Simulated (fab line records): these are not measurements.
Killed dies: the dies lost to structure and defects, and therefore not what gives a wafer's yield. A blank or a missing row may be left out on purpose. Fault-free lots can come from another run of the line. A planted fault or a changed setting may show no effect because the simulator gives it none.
A lot that was struck, set against a sound lot	flow sfq line	41 steps out of a route of 325
Sound: the wafers L353.2, L353.5, L353.6. Struck: wafer L357.3 (left out: L357.6, a lot-mate that was not struck); the cause follows at the end.
Per side, at each step with rows, come the tool, then ch with its chambers, and then its first start. Under that, the readings that differ: sound wafers	struck wafers	difference of the means	sigmas: that difference in standard deviations of wafers without a fault.
alike: readings with means less than 2 such deviations apart, plus words and numbers identical on both sides. not compared: withheld readings, readings lacking a value on some wafer, bounds such as >300 that could conceal the same value, and numbers that have no deviation in the record and whose values overlap.
The two part at a step that has a row with sigmas, a row that says differs or no value, or rows on one side only. Non-overlapping numbers with no deviation appear without sigmas and do not part them. Lack of a reading on every wafer of one side parts them only where that side has two or more wafers.

first, 6 steps without rows for these wafers: SFQ_TRILAYER_M7_LITHO_COAT_182 (resist thk 62 nm); SFQ_TRILAYER_M7_LITHO_COAT_177 (resist thk 600 nm); SFQ_TRILAYER_M7_LITHO_SOFTBAKE_181; SFQ_TRILAYER_M7_LITHO_EXPOSE_178 (exposes mask M7, target cd 500 nm); SFQ_TRILAYER_M7_LITHO_PEB_180 (peb time 60 s); SFQ_TRILAYER_M7_LITHO_DEVELOP_179 (time 60 s).
SFQ_M7_OVL_MEAS_945:
  sound on overlay-01, day 85 03:38; struck on overlay-01, day 85 22:50
  alike: M7_OVL
SFQ_TRILAYER_M7_BARC_OPEN_METAL_ETCH_229: etches BARC in O2, target depth 125 nm, time 41.7 s.
  sound on rie metal-04 ch 0,1, day 85 03:40; struck on rie metal-03 ch 0, day 85 22:53
  alike: drypump motor current A, oes product au
  not compared: rf hours counter h
SFQ_TRILAYER_M7_ETCH_METAL_ETCH_180: etches Nb in Cl2/Ar, stops on SiO2, target depth 240 nm, time 120 s.
  sound on rie metal-04 ch 0,1, day 85 03:43; struck on rie metal-03 ch 0, day 85 22:58
reading	sound	struck	difference	sigmas
oes product au (a.u.)	0.902 0.884 0.894	0.912	+0.019	+3
  alike: drypump motor current A
  not compared: rf hours counter h
SFQ_TRILAYER_M7_STRIP_STRIP_181: strips in O2.
  sound on rie metal-04 ch 0,1, day 85 03:50; struck on rie metal-03 ch 0, day 85 23:14
  alike: drypump motor current A, oes product au
  not compared: rf hours counter h
then, 1 step without rows for these wafers: SFQ_TRILAYER_M7_STRIP_SOLV_CLEAN_182 (cleans in NMP, time 600 s).
SFQ_TRILAYER_I7_DEP_PECVD_183: deposits SiO2 from SiH4/N2O, time 111.11 s, target thk 500 nm.
  sound on pecvd-03 ch 0,2, day 85 04:37; struck on pecvd-02 ch 1, day 85 23:50
reading	sound	struck	difference	sigmas
throttle valve pct (%)	25.4 25.2 23.3	27.3	+2.7	+2
  alike: heater power w, susceptor temp C
SFQ_TRILAYER_I7_CMP_CMP_184: polishes SiO2.
  sound on cmp-02 ch 2,3, day 85 05:12; struck on cmp-02 ch 2, day 86 02:12
reading	sound	struck	difference	sigmas
motor current A (A)	12.0 11.1 8.0	8.0	-2.4	-2
time to endpoint s (s)	210 212 216	291	+78	+10
model.SiO2_of_TRILAYER_I7_DEP_PECVD_183.thk nm (nm)	199.6 198.9 199.8	309.9	+110.5	
  alike: head pressure psi
SFQ_I7_BOW_MEAS_946:
  sound on film metro-02, day 85 07:43; struck on film metro-03, day 86 04:44
  alike: I7_BOW
SFQ_TRILAYER_I7_METRO_MEASURE_185:
  sound on film metro-02, day 85 08:01; struck on film metro-03, day 86 05:13
reading	sound	struck	difference	sigmas
thk nm (nm)	199.5 198.7 199.7	309.8	+110.5	+99 or more
then, 6 steps without rows for these wafers: SFQ_TRILAYER_I7_VIA_LITHO_COAT_192 (resist thk 62 nm); SFQ_TRILAYER_I7_VIA_LITHO_COAT_187 (resist thk 650 nm); SFQ_TRILAYER_I7_VIA_LITHO_SOFTBAKE_191; SFQ_TRILAYER_I7_VIA_LITHO_EXPOSE_188 (exposes mask I7, target cd 1000 nm); SFQ_TRILAYER_I7_VIA_LITHO_PEB_190 (peb time 60 s); SFQ_TRILAYER_I7_VIA_LITHO_DEVELOP_189 (time 60 s).
SFQ_I7_OVL_MEAS_947:
  sound on overlay-02, day 86 03:26; struck on overlay-01, day 86 08:17
  alike: I7_OVL
SFQ_TRILAYER_I7_VIA_BARC_OPEN_VIA_ETCH_260: etches BARC in O2, target depth 125 nm, time 41.7 s.
  sound on rie diel-02 ch 0,1, day 86 03:28; struck on rie diel-01 ch 2, day 86 08:18
reading	sound	struck	difference	sigmas
oes product au (a.u.)	0.692 0.688 0.684	0.676	-0.012	-2
  alike: drypump motor current A
  not compared: rf hours counter h
SFQ_TRILAYER_I7_VIA_ETCH_VIA_ETCH_190: etches SiO2 in CHF3, stops on Nb, target depth 260 nm.
  sound on rie diel-02 ch 0,1, day 86 03:30; struck on rie diel-01 ch 2, day 86 08:20
reading	sound	struck	difference	sigmas
oes product au (a.u.)	0.850 0.853 0.848	0.998	+0.148	+29
model.etch.depth nm (nm)	199.6 198.9 199.8	257.1	+57.7	
model.I7.feature depth nm (nm)	199.6 198.9 199.8	257.1	+57.7	
  alike: drypump motor current A
then, 9 steps without rows for these wafers: SFQ_TRILAYER_I7_VIA_STRIP_STRIP_191 (strips in O2); SFQ_TRILAYER_I7_VIA_STRIP_SOLV_CLEAN_192 (cleans in NMP, time 600 s); SFQ_TRILAYER_M8_LITHO_LOR_COAT_197; SFQ_TRILAYER_M8_LITHO_LOR_BAKE_198; SFQ_TRILAYER_M8_LITHO_COAT_193 (resist thk 600 nm); SFQ_TRILAYER_M8_LITHO_SOFTBAKE_199; SFQ_TRILAYER_M8_LITHO_EXPOSE_194 (exposes mask M8, target cd 2000 nm); SFQ_TRILAYER_M8_LITHO_PEB_196 (peb time 60 s); SFQ_TRILAYER_M8_LITHO_DEVELOP_195 (img clear 15 s, time 55 s).
SFQ_M8_OVL_MEAS_948:
  sound on overlay-01, day 86 13:04; struck on overlay-01, day 86 19:04
  alike: M8_OVL
then, 3 steps without rows for these wafers: SFQ_TRILAYER_M8_DEP_EVAP_197 (material Ti, target thk 20 nm, time 100 s); SFQ_TRILAYER_M8_DEP_EVAP_198 (material Pt, target thk 50 nm, time 250 s); SFQ_TRILAYER_M8_DEP_EVAP_196 (material Au, target thk 180 nm, time 900 s).
SFQ_M8_RS_MEAS_949: a four-point-probe measurement.
  sound on film metro-02, day 86 13:52; struck on film metro-04, day 86 19:53
reading	sound	struck	difference	sigmas
M8_AU_RS (ohm/sq)	0.1491 0.1517 0.1520	0.1560	+0.0051	+3
SFQ_M8_THK_MEAS_950: measures by xrf.
  sound on film metro-02, day 86 13:58; struck on film metro-04, day 86 19:59
reading	sound	struck	difference	sigmas
M8_AU_THK (nm)	185.0 182.5 181.3	178.0	-4.9	-2
then, 1 step without rows for these wafers: SFQ_TRILAYER_M8_LIFTOFF_LIFTOFF_197 (chemistry NMP, time 600 s).
SFQ_M8_BOW_MEAS_951:
  sound on film metro-03, day 86 14:13; struck on film metro-02, day 86 20:14
reading	sound	struck	difference	sigmas
model.etest.i7.link ohm	1.044 1.056 1.047	1e+06	+1e+06	
  alike: M8_BOW

## WHERE THEY PART
First at SFQ_TRILAYER_M7_ETCH_METAL_ETCH_180; last, within this record, at SFQ_M8_THK_MEAS_950. Later steps at which nothing parts them and some readings are alike: SFQ_M8_BOW_MEAS_951.

WHY: what the simulator had put in
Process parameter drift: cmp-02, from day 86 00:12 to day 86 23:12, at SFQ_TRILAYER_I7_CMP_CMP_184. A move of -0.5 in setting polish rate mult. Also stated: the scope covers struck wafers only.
